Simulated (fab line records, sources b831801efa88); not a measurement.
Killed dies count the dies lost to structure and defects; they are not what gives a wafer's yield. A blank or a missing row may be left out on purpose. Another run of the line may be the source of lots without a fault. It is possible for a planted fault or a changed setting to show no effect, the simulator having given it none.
A lot that was struck, set against a sound lot -- flow sky130 -- 21 steps out of a route of 708
Sound: wafers L538.2, L538.3, L538.5. Wafers struck: L552.1, L552.2, L552.5. At the end, the cause is stated.
Order at every step that has rows: each side's tool, ch and its chambers, its first start. Under that, the readings that differ: sound wafers -- struck wafers -- difference of the means -- sigmas: that difference in standard deviations of wafers without a fault.
alike: readings whose means differ by less than 2 such deviations, and words and numbers that are the same on both sides. not compared: withheld readings, readings that some wafer has no value for, bounds like >300 that may hide the same value, and numbers for which the record gives no deviation and whose values overlap.
Wherever a step has rows on one side only, a row that says differs or no value, or a row with sigmas, the two part there. Numbers that have no deviation but don't overlap get no sigmas and don't part them. A reading missing from all wafers of one side parts the sides only when that side holds two or more wafers.

first, 4 steps without rows for these wafers: SKY_VT_ADJUST_HVTP_SOFTBAKE_03 (time 60 s); SKY_VT_ADJUST_HVTP_EXPOSE_04 (exposes mask HVTPM, target cd 380 nm); SKY_VT_ADJUST_HVTP_PEB_05; SKY_VT_ADJUST_HVTP_DEVELOP_06 (develop time 60 s).
SKY_VT_ADJUST_HVTP_CD_MEAS_07: target cd 380 nm.
  sound: cdSem-01 at day 6 19:45; struck: cdSem-02 at day 10 10:08
  alike: cdNm
SKY_VT_ADJUST_HVTP_OVL_MEAS_08:
  sound: overlay-01 at day 6 19:51; struck: overlay-02 at day 10 10:15
  alike: VT_ADJUST_HVTP_OVL
next, for these wafers, 1 step has no rows: SKY_VT_ADJUST_HVTP_IMPLANT_09.
SKY_VT_ADJUST_HVTP_STRIP_10: strips in O2/N2.
  sound on plasmaAsher-03 ch 0,1, day 6 20:02; struck on plasmaAsher-03 ch 0,1, day 10 10:26
  alike: chamberPressureMTorr, drypumpMotorCurrentA, oesProductAu, stripTimeToEndpointS
  not compared: rfHoursCounterH
SKY_VT_ADJUST_HVTP_TW_MEAS_11:
  sound: filmMetro-03 at day 6 20:08; struck: filmMetro-01 at day 10 10:32
  alike: VT_ADJUST_HVTP_TW
then, 3 steps without rows for these wafers: SKY_VT_ADJUST_LVTN_DEHYDRATE_00 (time 60 s); SKY_VT_ADJUST_LVTN_HMDS_01 (prime time 60 s); SKY_VT_ADJUST_LVTN_COAT_02 (resist thk 3000 nm).
SKY_VT_ADJUST_LVTN_SOFTBAKE_03:
  sound on lithoTrack-04 ch 0, day 7 05:46; struck on lithoTrack-04 ch 0, day 10 21:23
reading,sound,struck,difference,sigmas
heaterPowerTotalW (W),65.14 65.08 65.25,62.94 63.07 63.32,-2.05,-15
plateTempC (C),109.96 109.93 110.21,107.19 107.58 107.29,-2.68,-19
then, 2 steps without rows for these wafers: SKY_VT_ADJUST_LVTN_EXPOSE_04 (exposes mask NWM COMPLEMENT LESS NATIVE, target cd 840 nm); SKY_VT_ADJUST_LVTN_PEB_05.
SKY_VT_ADJUST_LVTN_DEVELOP_06: develop time 60 s.
  sound on lithoTrack-04 ch 0; struck on lithoTrack-04 ch 0
reading,sound,struck,difference,sigmas
model.coat_of_VT_ADJUST_LVTN_COAT_02.thkNm (nm),3006 3001 3004,3022 3025 3015,+17,
  alike: developerTempC
SKY_VT_ADJUST_LVTN_OVL_MEAS_07:
  sound: overlay-01 at day 7 16:08; struck: overlay-02 at day 11 08:35
  alike: VT_ADJUST_LVTN_OVL
next, for these wafers, 1 step has no rows: SKY_VT_ADJUST_LVTN_IMPLANT_08.
SKY_VT_ADJUST_LVTN_STRIP_09: strips in O2/N2.
  sound on plasmaAsher-01 ch 0, day 7 16:19; struck on plasmaAsher-04 ch 0,1, day 11 08:46
reading,sound,struck,difference,sigmas
stripTimeToEndpointS (s),37.03 36.96 37.02,37.24 37.26 37.15,+0.21,+2
  alike: chamberPressureMTorr, drypumpMotorCurrentA, oesProductAu
  not compared: rfHoursCounterH
SKY_VT_ADJUST_LVTN_TW_MEAS_10:
  sound: filmMetro-03 at day 7 16:25; struck: filmMetro-03 at day 11 08:52
  alike: VT_ADJUST_LVTN_TW
-- a jump in the record: the struck wafers' starts before and after are 38 days apart (it breaks off in module VT_ADJUST_LVTN and resumes in module PAD_OPEN, where the first step shown is number 708 of the route) --
SKY_PAD_OPEN_PROBE_99:
  rows exist in the record for the struck wafers here (prober-01, day 49 18:14), but not for the sound ones

== WHERE THEY PART ==
Earliest at SKY_VT_ADJUST_LVTN_SOFTBAKE_03; latest, in this record, at SKY_PAD_OPEN_PROBE_99.

WHY: what the simulator had put in
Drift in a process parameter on lithoTrack-04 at SKY_VT_ADJUST_LVTN_SOFTBAKE_03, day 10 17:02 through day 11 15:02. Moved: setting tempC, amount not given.
